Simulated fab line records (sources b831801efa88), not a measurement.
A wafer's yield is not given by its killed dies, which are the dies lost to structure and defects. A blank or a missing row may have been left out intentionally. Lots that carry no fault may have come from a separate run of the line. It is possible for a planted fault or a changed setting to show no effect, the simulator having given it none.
What tool caused it?    flow gf180mcu    11 lots, 33 wafers sampled, at 5 steps of a route of 602

== WHAT THE GAUGES READ, wafer by wafer ==
GF_PASSIVATION_THK_MEAS_01. Usual: PASSIVATION_CVD_00_THK 1003 nm, standard deviation 13.
lot   measured      on             PASSIVATION_CVD_00_THK (nm)  flag
L613  day 28 22:30  film_metro-01  986 978 1006                 
L615  day 29 10:50  film_metro-04  1001 983 1005                
L617  day 30 05:52  film_metro-04  991 1018 1030                
L618  day 30 12:00  film_metro-04  993 987 1004                 
L620  day 30 23:56  film_metro-01  761 781 785                  OFF
L621  day 31 08:41  film_metro-01  1006 1018 1000               
L623  day 31 12:55  film_metro-03  784 807 774                  OFF
L624  day 32 02:01  film_metro-04  993 1013 1005                
L629  day 33 05:35  film_metro-04  1015 1018 1023               
L631  day 33 14:35  film_metro-04  997 1001 1020                
L633  day 34 03:59  film_metro-03  990 1008 1012                

GF_PASSIVATION_THK_MEAS_03. Usual: PASSIVATION_CVD_02_THK 700 nm, standard deviation 11.
lot   measured      on             PASSIVATION_CVD_02_THK (nm)  flag
L613  day 28 22:51  film_metro-01  684 697 710                  
L615  day 29 11:11  film_metro-04  692 715 708                  
L617  day 30 06:13  film_metro-03  704 696 712                  
L618  day 30 12:21  film_metro-04  705 686 714                  
L620  day 31 00:17  film_metro-01  699 705 717                  
L621  day 31 09:02  film_metro-04  698 707 709                  
L623  day 31 13:16  film_metro-01  694 707 704                  
L624  day 32 02:22  film_metro-01  679 692 697                  
L629  day 33 05:56  film_metro-03  678 705 693                  
L631  day 33 14:56  film_metro-04  689 704 707                  
L633  day 34 04:28  film_metro-04  678 694 699                  

== WHICH TOOL RAN EACH LOT (tool, then ch and the chambers of the sampled wafers, then the start) ==
lot   GF_V5_STRIP_18                        GF_TOP_METAL_SPUTTER_01       GF_PASSIVATION_CVD_00
L613  plasma_asher-03 ch 0,1, day 28 00:42  pvd_sputter-02, day 28 02:04  pecvd-03 ch 0,1, day 28 22:25
L615  plasma_asher-01 ch 0,1, day 28 13:27  pvd_sputter-02, day 28 14:49  pecvd-04 ch 0,2, day 29 10:46
L617  plasma_asher-03 ch 0,1, day 29 08:35  pvd_sputter-02, day 29 09:54  pecvd-04 ch 0,1,2, day 30 05:46
L618  plasma_asher-01 ch 0,1, day 29 14:26  pvd_sputter-04, day 29 15:49  pecvd-03 ch 0,2, day 30 11:55
L620  plasma_asher-01 ch 0,1, day 30 02:56  pvd_sputter-01, day 30 04:26  pecvd-03 ch 0,2, day 30 23:52
L621  plasma_asher-01 ch 0, day 30 11:24    pvd_sputter-02, day 30 12:55  pecvd-04 ch 1,2, day 31 08:33
L623  plasma_asher-01 ch 0,1, day 30 16:48  pvd_sputter-04, day 30 18:07  pecvd-03 ch 1,2, day 31 12:49
L624  plasma_asher-01 ch 0,1, day 31 06:12  pvd_sputter-02, day 31 07:37  pecvd-01 ch 0,1, day 32 01:56
L629  plasma_asher-03 ch 0,1, day 32 11:16  pvd_sputter-04, day 32 12:50  pecvd-04 ch 0,1, day 33 05:29
L631  plasma_asher-04 ch 0,1, day 32 20:16  pvd_sputter-02, day 32 21:38  pecvd-04 ch 0,2, day 33 14:31
L633  plasma_asher-04 ch 0,1, day 33 10:55  pvd_sputter-04, day 33 12:15  pecvd-04 ch 0,1,2, day 34 03:55
- GF_V5_STRIP_18: strips in O2/N2.
- GF_TOP_METAL_SPUTTER_01: material TiN, target thk 30 nm, time 25 s.
- GF_PASSIVATION_CVD_00: deposits SiO2 from TEOS, target thk 1000 nm, time 111.95 s.

== AS READ BY THE TOOLS THEMSELVES (means over the sampled wafers that have a number; for cases with no such wafer, the mark the record gives instead) ==
GF_V5_STRIP_18. Usual: chamber_pressure_mTorr 1500.0 mTorr, standard deviation 1.3; drypump_motor_current_A 5.7 A, standard deviation 0.62; heater_power_w 361 W, standard deviation 49; oes_product_au 0.567 a.u., standard deviation 0.0049.
lot   tool             chamber_pressure_mTorr (mTorr)  drypump_motor_current_A (A)  heater_power_w (W)  oes_product_au (a.u.)  flag
L613  plasma_asher-03  1499.4                          5.3                          340                 0.564                  
L615  plasma_asher-01  1499.7                          6.2                          353                 0.566                  
L617  plasma_asher-03  1501.0                          5.3                          334                 0.566                  
L618  plasma_asher-01  1499.6                          6.2                          350                 0.568                  
L620  plasma_asher-01  1500.4                          6.5                          386                 0.569                  
L621  plasma_asher-01  1500.4                          6.6                          413                 0.568                  
L623  plasma_asher-01  1500.2                          6.2                          349                 0.571                  
L624  plasma_asher-01  1500.2                          6.2                          348                 0.572                  
L629  plasma_asher-03  1500.3                          5.3                          337                 0.566                  
L631  plasma_asher-04  1499.4                          5.1                          383                 0.565                  
L633  plasma_asher-04  1500.7                          5.1                          391                 0.565                  

GF_TOP_METAL_SPUTTER_01. Usual: chamber_pressure_pa 0.4000 Pa, standard deviation 0.00076; throttle_valve_pct 29.8 %, standard deviation 1.1.
lot   tool            chamber_pressure_pa (Pa)  throttle_valve_pct (%)  flag
L613  pvd_sputter-02  0.3996                    29.9                    
L615  pvd_sputter-02  0.4007                    30.1                    
L617  pvd_sputter-02  0.3994                    30.7                    
L618  pvd_sputter-04  0.4000                    28.2                    
L620  pvd_sputter-01  0.4004                    29.4                    
L621  pvd_sputter-02  0.3997                    30.7                    
L623  pvd_sputter-04  0.4006                    30.0                    
L624  pvd_sputter-02  0.4001                    28.9                    
L629  pvd_sputter-04  0.4001                    29.3                    
L631  pvd_sputter-02  0.3998                    29.0                    
L633  pvd_sputter-04  0.3989                    29.3                    

GF_PASSIVATION_CVD_00. Usual: heater_power_w 661 W, standard deviation 85; run_length_s 139.8 s, standard deviation 0.5.
lot   tool      heater_power_w (W)  run_length_s (s)  flag
L613  pecvd-03  599                 140.0             
L615  pecvd-04  715                 140.1             
L617  pecvd-04  725                 139.8             
L618  pecvd-03  580                 139.5             
L620  pecvd-03  567                 115.0             OFF
L621  pecvd-04  668                 140.0             
L623  pecvd-03  621                 115.1             OFF
L624  pecvd-01  699                 139.6             
L629  pecvd-04  674                 139.8             
L631  pecvd-04  746                 139.5             
L633  pecvd-04  694                 139.7             

== THE ANSWER, worked out from the rows above alone ==
Rule: a lot counts as off when the mean over its wafers that have a number is more than 3 standard deviations away from the usual mean. Also off: a lot with no number at a reading for which 4 or more lots have one. The other lots that the step has rows for count as sound. After the gauges, taken in route order, come the tools' own readings; for these a lot's mean is taken, as printed above. At the first step where some lot is off, the reading lying furthest off is the one used; lots without a number count as furthest.
Off: at GF_PASSIVATION_THK_MEAS_01 (PASSIVATION_CVD_00_THK), L620, L623.
A tool fits if, at a process step before that reading, it ran every lot that is off, and no sound lot after the first of them. Not tried: the gauges at GF_PASSIVATION_THK_MEAS_01; whatever is off there is also off at GF_PASSIVATION_CVD_00, on other tools, and gauge error can't account for it. One candidate fits, namely pecvd-03 at GF_PASSIVATION_CVD_00. A fault onset in the window from L618 (day 30 11:55, its last sound lot) to L620 (day 30 23:52, its first lot off) fits.
On the lots that are off, the tool's own readings at GF_PASSIVATION_CVD_00 differ by more than 5 times the standard deviation of the sound lots' means, which bears it out; run_length_s reads 115.0 s there versus 139.8 s on the sound lots.

== WHAT THE SIMULATOR HAD INSERTED ==
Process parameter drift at GF_PASSIVATION_CVD_00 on pecvd-03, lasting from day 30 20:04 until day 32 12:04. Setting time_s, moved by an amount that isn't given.
Lots struck among those shown: L620, L623. Same finding as the rule above.
